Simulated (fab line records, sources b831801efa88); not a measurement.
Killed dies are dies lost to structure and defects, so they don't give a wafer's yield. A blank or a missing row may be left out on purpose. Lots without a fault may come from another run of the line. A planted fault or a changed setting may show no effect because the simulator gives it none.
A struck lot beside a sound one | flow sky130 | 33 steps out of a route of 708
Sound: wafers L537.4, L537.5, L537.6. Struck: wafers L533.3, L533.5, L533.6. The cause comes at the end.
At each step with rows: each side's tool, then ch and its chambers, then its first start. Under that, the readings that differ: sound wafers | struck wafers | difference of the means | sigmas: that difference in standard deviations of wafers without a fault.
alike: readings whose means differ by less than 2 such deviations, and words and numbers that are the same on both sides. not compared: withheld readings, readings that some wafer has no value for, bounds like >300 that may hide the same value, and numbers for which the record gives no deviation and whose values overlap.
The two part at a step that has a row with sigmas, a row that says differs or no value, or rows on one side only. Numbers that don't overlap but have no deviation are shown without sigmas and don't part them. A reading that every wafer of one side lacks parts them only if that side has two wafers or more.

first, 9 steps without rows for these wafers: SKY_METAL1_DEVELOP_14 (develop time 60 s); SKY_METAL1_DESCUM_17 (chemistry O2, time 8 s); SKY_METAL1_ETCH_18 (etches BARC in N2/H2, stops on SiO2, time 45.9 s, target depth 60 nm); SKY_METAL1_METAL_ETCH_19 (etches the open film in Cl2/BCl3, stops on SiO2, target depth 360 nm, time 78 s); SKY_METAL1_STRIP_20 (strips in O2/N2); SKY_METAL1_STRIP_21 (strips in post etch residue remover, time 1200 s); SKY_METAL1_CLEAN_22 (cleans in IPA, time 180 s); SKY_METAL1_CLEAN_23 (cleans in O3/DIW); SKY_VIA1_HDPCVD_00 (deposits SiO2, target thk 1030 nm, time 171.7 s).
SKY_VIA1_CMP_02: polishes SiO2.
  sound on cmp-02 ch 1,2, day 39 16:28; struck on cmp-01 ch 2,3, day 37 23:05
  alike: motor_current_A, slurry_filter_dp_kPa
then, 22 steps without rows for these wafers: SKY_VIA1_DEHYDRATE_04 (time 60 s); SKY_VIA1_HMDS_05 (prime time 60 s); SKY_VIA1_COAT_06 (resist thk 60 nm); SKY_VIA1_COAT_07 (resist thk 450 nm); SKY_VIA1_SOFTBAKE_08 (time 90 s); SKY_VIA1_EXPOSE_09 (exposes mask VIM, target cd 150 nm); SKY_VIA1_PEB_10; SKY_VIA1_DEVELOP_11 (develop time 60 s); SKY_VIA1_ETCH_14 (etches BARC in N2/H2, stops on SiO2, time 45.9 s, target depth 60 nm); SKY_VIA1_ETCH_15 (etches SiO2 in C4F8/O2/Ar, stops on TiN, target depth 351 nm, time 54 s); SKY_VIA1_STRIP_16 (strips in O2/N2); SKY_VIA1_STRIP_17 (strips in post etch residue remover, time 1200 s); SKY_VIA1_CLEAN_18 (cleans in IPA, time 180 s); SKY_VIA1_CLEAN_19 (cleans in O3/DIW); SKY_VIA1_SPUTTER_20 (material TiN, target thk 20 nm, time 80 s); SKY_VIA1_CVD_21 (deposits W, target thk 270 nm, time 80.902 s); SKY_VIA1_CMP_24 (polishes, stops on SiO2, t overpolish 15 s, target thk 0 nm); SKY_METAL2_SPUTTER_00 (material Ti, target thk 15 nm, time 10 s); SKY_METAL2_SPUTTER_01 (material TiN, target thk 20 nm, time 16.7 s); SKY_METAL2_SPUTTER_02 (material AlCu, target thk 250 nm, time 13.3 s); SKY_METAL2_SPUTTER_03 (material Ti, target thk 5 nm, time 3.3 s); SKY_METAL2_SPUTTER_04 (material TiN, target thk 70 nm, time 58.3 s).
-- the record jumps here: 12 days lie between the struck wafers' starts before and after (it left off in module METAL2 and takes up again in module PAD_OPEN, whose first step shown is number 708 of the route) --
SKY_PAD_OPEN_PROBE_99:
  sound on prober-02, day 50 18:27; struck on prober-02, day 49 12:46
  reading                               | sound              | struck                                                                     | difference                   | sigmas
  hold                                  | - - -              | await_dispo/1.8h/release await_dispo/1.8h/release await_dispo/1.8h/release | no value on the sound wafers |
  defect_limited_yield (%)              | 83.3 83.3 86.0     | 49.8 49.8 50.6                                                             | -34.1                        | -16
  killed_at_M0_to_M3                    | 39 34 37           | 211 217 198                                                                | +172                         | +22
  killed_dies                           | 82 82 69           | 247 247 243                                                                | +168                         | +17
  killed_on_rim                         | 16 15 11           | 52 46 44                                                                   | +33                          | +9
  sort_bin_3_pad_short (%)              | 1.2 0.4 0.6        | 2.0 2.6 2.8                                                                | +1.7                         | +4
  sort_bin_5_function (%)               | 9.6 10.6 8.3       | 33.1 31.7 28.7                                                             | +21.7                        | +14
  sort_bin_6_memory (%)                 | 5.9 5.7 5.1        | 15.0 15.9 17.9                                                             | +10.7                        | +10
  sort_n_pass                           | 410 410 423        | 245 245 249                                                                | -168                         | -17
  sort_yield_pct (%)                    | 83.3 83.3 86.0     | 49.8 49.8 50.6                                                             | -34.1                        | -16
  model.etest.tester.sort_n_pass        | 410 410 423        | 245 245 249                                                                | -168                         |
  model.etest.tester.sort_yield_pct (%) | 83.33 83.33 85.98  | 49.8 49.8 50.61                                                            | -34.1                        |
  model.etest.tester.sort_bin_5_pct (%) | 9.553 10.57 8.333  | 33.13 31.71 28.66                                                          | +21.68                       |
  model.etest.tester.sort_bin_6_pct (%) | 5.894 5.691 5.081  | 15.04 15.85 17.89                                                          | +10.70                       |
  model.etest.tester.sort_bin_3_pct (%) | 1.22 0.4065 0.6098 | 2.033 2.642 2.846                                                          | +1.762                       |
  alike: killed_at_M4_up, killed_at_contacts, killed_at_front_end, killed_at_other, killed_open, killed_short

WHERE THEY PART
Only at SKY_PAD_OPEN_PROBE_99, within this record.

WHY: what the simulator had put in
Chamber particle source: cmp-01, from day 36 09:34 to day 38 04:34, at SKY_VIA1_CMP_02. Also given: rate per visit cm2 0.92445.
